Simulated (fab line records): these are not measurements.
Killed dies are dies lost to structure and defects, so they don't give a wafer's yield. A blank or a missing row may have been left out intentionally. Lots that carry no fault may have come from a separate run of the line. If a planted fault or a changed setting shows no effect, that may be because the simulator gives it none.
Code-filled problem report in 8D (eight disciplines) form | flow sky130 | the parts of the form that need people (team, actions taken, sign-off) are left out

== 1. THE ISSUE ==
killed_at_M4_up at SKY_PAD_OPEN_PROBE_99 reads a mean of 49.8 on 5 wafers of 2 lots; wafers without a fault read 2.8 with a standard deviation of 1.9. That is +25 standard deviations from the usual mean.
Seen first at day 47 14:24 on prober-01, wafer L538.2. The record has a number at this step for 9 wafers belonging to 3 lots. Rule for "out" (also "out of limits"): further than 4 standard deviations from the usual mean. The other wafers with a number count as sound.

== 2. WHAT IT IS AND WHAT IT IS NOT ==
question                    | is                                     | is not
which readings at this step | killed_at_M4_up                        | killed_at_M0_to_M3, killedShort
which lots                  | L538, L542                             | L548
which wafers of those lots  | L538.2, L538.4, L538.5, L542.4, L542.5 | L542.6
read on which tools         | prober-01, prober-02                   | -
when                        | from day 47 14:24                      | up to then (0 sound wafers); but 4 sound wafers of L542, L548 came after

== 3. THE SUSPECTS, EACH WITH WHAT RULES IT OUT ==
Counting: a tool at a process step up to the reading stays a suspect if it ran every lot that is out. Sound lots after the first of them don't rule it out here, since some wafers of a struck lot are sound.
- plasmaAsher-03 at SKY_METAL5_STRIP_16 (strips in O2/N2): kept. It ran every lot that is out, first L538 (day 45 17:56).
- pecvd-03 at SKY_PASSIVATION_CVD_02 (deposits Si3N4, target thk 540 nm): kept. It ran every lot that is out, first L538 (day 45 18:37).
- Within plasmaAsher-03 at SKY_METAL5_STRIP_16: the wafers that are out ran in chamber 0; their sound lot-mates ran in chamber 1.
Left after counting: plasmaAsher-03 at SKY_METAL5_STRIP_16, pecvd-03 at SKY_PASSIVATION_CVD_02.

== 4. THE CAUSE (what the simulator had put in) ==
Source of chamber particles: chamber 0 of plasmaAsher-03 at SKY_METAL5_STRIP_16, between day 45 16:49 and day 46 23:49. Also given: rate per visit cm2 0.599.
Counting left 2 suspects, and this tool is among them.

== 5. THE CHAIN OF EFFECTS, in route order ==
Each row: a reading where the mean over the struck wafers with a number is more than 3 standard deviations away from the usual. Only readings whose record carries a usual standard deviation are examined. hours: median over the lots of the time between each lot's start at the first step of this table that gives one and its start at this step. sigmas: the change, counted in usual standard deviations.
hours | step                  | reading             | usual  | on struck wafers | change | sigmas
0     | SKY_PAD_OPEN_PROBE_99 | defectLimitedYield  | 82.5 % | 73.9             | -8.6   | -4.3
0     | SKY_PAD_OPEN_PROBE_99 | killed_at_M4_up     | 2.8    | 49.8             | +47.0  | +25
0     | SKY_PAD_OPEN_PROBE_99 | killedDies          | 86     | 128              | +42    | +4.3
0     | SKY_PAD_OPEN_PROBE_99 | sort_bin_5_function | 10.4 % | 16.1             | +5.7   | +3.8
0     | SKY_PAD_OPEN_PROBE_99 | sortNPass           | 406    | 364              | -42    | -4.3
0     | SKY_PAD_OPEN_PROBE_99 | sortYieldPct        | 82.5 % | 73.9             | -8.6   | -4.3
The process steps in it:
- SKY_PAD_OPEN_PROBE_99

== 6. WHAT WOULD HAVE CAUGHT IT SOONER ==
In this record the first reading out of limits was taken at day 47 14:24, 46 hours after the fault began at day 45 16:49.
An alarm limit of 4 standard deviations would not have fired on the tool readings at SKY_METAL5_STRIP_16 for which the record gives a usual standard deviation, since none of them was out on any struck wafer.
Lots out: 2; all had begun SKY_METAL5_STRIP_16 on plasmaAsher-03 by day 47 14:24. Tool hold at that time: it would have spared none of them.
